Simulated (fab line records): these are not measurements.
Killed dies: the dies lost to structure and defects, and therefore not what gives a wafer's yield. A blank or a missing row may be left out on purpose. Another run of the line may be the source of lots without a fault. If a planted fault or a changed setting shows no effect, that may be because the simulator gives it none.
Which of the tools did it? ; flow sky130 ; 13 lots with 39 wafers sampled at 5 steps, on a route of 708 steps

== WHAT EACH GAUGE READ, for each wafer ==
SKY_CAPM_THK_MEAS_01. Usual: CAPM_CVD_00_THK 15.50 nm, standard deviation 0.22.
lot;measured;on;CAPM_CVD_00_THK (nm);flag
L856;day 36 01:56;film-metro-03;15.20 15.63 15.41;
L857;day 36 20:04;film-metro-04;15.43 15.64 15.49;
L858;day 36 21:05;film-metro-01;15.18 15.29 15.82;
L859;day 37 10:57;film-metro-01;15.39 15.71 15.54;
L862;day 38 16:59;film-metro-01;15.19 15.74 15.52;
L864;day 38 23:14;film-metro-03;26.11 26.71 26.42 26.11 26.72 26.51;OFF
L868;day 40 04:59;film-metro-01;15.52 15.62 15.83;
L869;day 40 15:29;film-metro-01;26.18 26.40 26.62 26.18 26.40 26.61;OFF
L870;day 40 16:11;film-metro-01;15.34 15.35 15.67;
L871;day 41 11:31;film-metro-03;15.21 15.41 15.47;
L873;day 41 22:46;film-metro-04;15.22 15.18 15.15;
L879;day 43 16:46;film-metro-03;15.36 15.28 15.32;
L878;day 44 18:28;film-metro-03;15.56 15.65 15.90;

SKY_CAPM_THK_MEAS_04: measures by xrf. Usual: CAPM_TIN_THK 202.4 nm, standard deviation 2.3.
lot;measured;on;CAPM_TIN_THK (nm);flag
L856;day 36 02:13;film-metro-04;201.3 199.9 200.3;
L857;day 36 20:22;film-metro-03;201.4 201.4 202.1;
L858;day 36 21:22;film-metro-04;204.2 202.6 199.6;
L859;day 37 11:14;film-metro-04;198.8 199.0 199.6;
L862;day 38 17:16;film-metro-04;201.4 204.8 205.5;
L868;day 40 05:17;film-metro-04;200.0 200.7 197.2;
L870;day 40 16:28;film-metro-03;204.3 201.6 202.5;
L871;day 41 11:48;film-metro-04;202.3 204.1 200.7;
L873;day 41 23:03;film-metro-03;202.6 202.4 201.7;
L879;day 43 17:04;film-metro-04;205.5 206.5 204.1;
L878;day 44 18:47;film-metro-03;200.8 202.0 201.8;

== TOOL THAT RAN EACH LOT (tool first, then ch and the chambers of the sampled wafers, then the start) ==
lot;SKY_METAL3_SPUTTER_00;SKY_METAL3_SPUTTER_02;SKY_CAPM_CVD_00
L856;pvd-sputter-04, day 36 01:44;pvd-sputter-04, day 36 01:47;pecvd-03 ch 0,2, day 36 01:53
L857;pvd-sputter-03, day 36 19:52;pvd-sputter-03, day 36 19:55;pecvd-02 ch 0,1,2, day 36 20:02
L858;pvd-sputter-04, day 36 20:53;pvd-sputter-04, day 36 20:56;pecvd-01 ch 1,2, day 36 21:04
L859;pvd-sputter-01, day 37 10:45;pvd-sputter-01, day 37 10:48;pecvd-03 ch 0,1,2, day 37 10:55
L862;pvd-sputter-04, day 38 16:48;pvd-sputter-04, day 38 16:51;pecvd-03 ch 0,2, day 38 16:58
L864;pvd-sputter-03, day 38 23:02;pvd-sputter-03, day 38 23:05;pecvd-01 ch 0,1, day 38 23:12
L868;pvd-sputter-01, day 40 04:49;pvd-sputter-01, day 40 04:52;pecvd-03 ch 0,1, day 40 04:58
L869;pvd-sputter-04, day 40 15:18;pvd-sputter-04, day 40 15:21;pecvd-01 ch 0,1,2, day 40 15:28
L870;pvd-sputter-01, day 40 15:59;pvd-sputter-01, day 40 16:02;pecvd-03 ch 0,1, day 40 16:09
L871;pvd-sputter-04, day 41 11:19;pvd-sputter-04, day 41 11:22;pecvd-02 ch 1,2, day 41 11:29
L873;pvd-sputter-03, day 41 22:34;pvd-sputter-03, day 41 22:37;pecvd-03 ch 1,2, day 41 22:44
L879;pvd-sputter-04, day 43 16:35;pvd-sputter-04, day 43 16:38;pecvd-03 ch 0,2, day 43 16:44
L878;pvd-sputter-01, day 44 18:18;pvd-sputter-01, day 44 18:20;pecvd-01 ch 0,2, day 44 18:27
- SKY_METAL3_SPUTTER_00: material Ti, target thk 15 nm, time 10 s.
- SKY_METAL3_SPUTTER_02: material AlCu, target thk 735 nm, time 39.1 s.
- SKY_CAPM_CVD_00: deposits SiO2, target thk 15.5 nm.

== WHAT THE TOOLS THEMSELVES READ (means of the sampled wafers that have a number; where no wafer has one, the mark that the record gives instead) ==
SKY_METAL3_SPUTTER_00. Usual: throttle-valve-pct reads 30.3 % (standard deviation 0.98).
lot;tool;throttle-valve-pct (%);flag
L856;pvd-sputter-04;29.7;
L857;pvd-sputter-03;31.8;
L858;pvd-sputter-04;30.7;
L859;pvd-sputter-01;30.0;
L862;pvd-sputter-04;29.3;
L864;pvd-sputter-03;31.7;
L868;pvd-sputter-01;30.3;
L869;pvd-sputter-04;29.7;
L870;pvd-sputter-01;30.1;
L871;pvd-sputter-04;30.5;
L873;pvd-sputter-03;31.6;
L879;pvd-sputter-04;30.4;
L878;pvd-sputter-01;29.9;

SKY_METAL3_SPUTTER_02. Usual: throttle-valve-pct reads 30.3 % (standard deviation 0.98).
lot;tool;throttle-valve-pct (%);flag
L856;pvd-sputter-04;29.8;
L857;pvd-sputter-03;31.7;
L858;pvd-sputter-04;30.7;
L859;pvd-sputter-01;30.0;
L862;pvd-sputter-04;29.3;
L864;pvd-sputter-03;31.7;
L868;pvd-sputter-01;30.2;
L869;pvd-sputter-04;29.8;
L870;pvd-sputter-01;30.0;
L871;pvd-sputter-04;30.4;
L873;pvd-sputter-03;31.5;
L879;pvd-sputter-04;30.5;
L878;pvd-sputter-01;29.9;

SKY_CAPM_CVD_00. Usual: heater-power-w reads 679 W (standard deviation 100).
lot;tool;heater-power-w (W);flag
L856;pecvd-03;696;
L857;pecvd-02;851;
L858;pecvd-01;713;
L859;pecvd-03;672;
L862;pecvd-03;634;
L864;pecvd-01;598;
L868;pecvd-03;610;
L869;pecvd-01;607;
L870;pecvd-03;678;
L871;pecvd-02;842;
L873;pecvd-03;686;
L879;pecvd-03;688;
L878;pecvd-01;624;

== THE ANSWER, worked out from the rows above alone ==
Rule: lot off if the mean of its wafers having a number is beyond 3 standard deviations from the usual mean. Also off: a lot with no number at a reading for which 4 or more lots have one. Any other lot the step has rows for is counted as sound. Order of review: gauges by route order, followed by the tools' own readings, for which a lot's mean as printed above is used. The first step at which some lot is off is used, and at that step the reading that is off furthest; a lot without a number counts as furthest.
Off: L864, L869, at SKY_CAPM_THK_MEAS_01 (CAPM_CVD_00_THK).
A tool fits if, at a process step before that reading, it ran every lot that is off, and no sound lot after the first of them. Those tools and the gauges at SKY_CAPM_THK_MEAS_01 are tried in the same way. Not one of the candidates tried fits.

== WHAT THE SIMULATOR HAD INSERTED ==
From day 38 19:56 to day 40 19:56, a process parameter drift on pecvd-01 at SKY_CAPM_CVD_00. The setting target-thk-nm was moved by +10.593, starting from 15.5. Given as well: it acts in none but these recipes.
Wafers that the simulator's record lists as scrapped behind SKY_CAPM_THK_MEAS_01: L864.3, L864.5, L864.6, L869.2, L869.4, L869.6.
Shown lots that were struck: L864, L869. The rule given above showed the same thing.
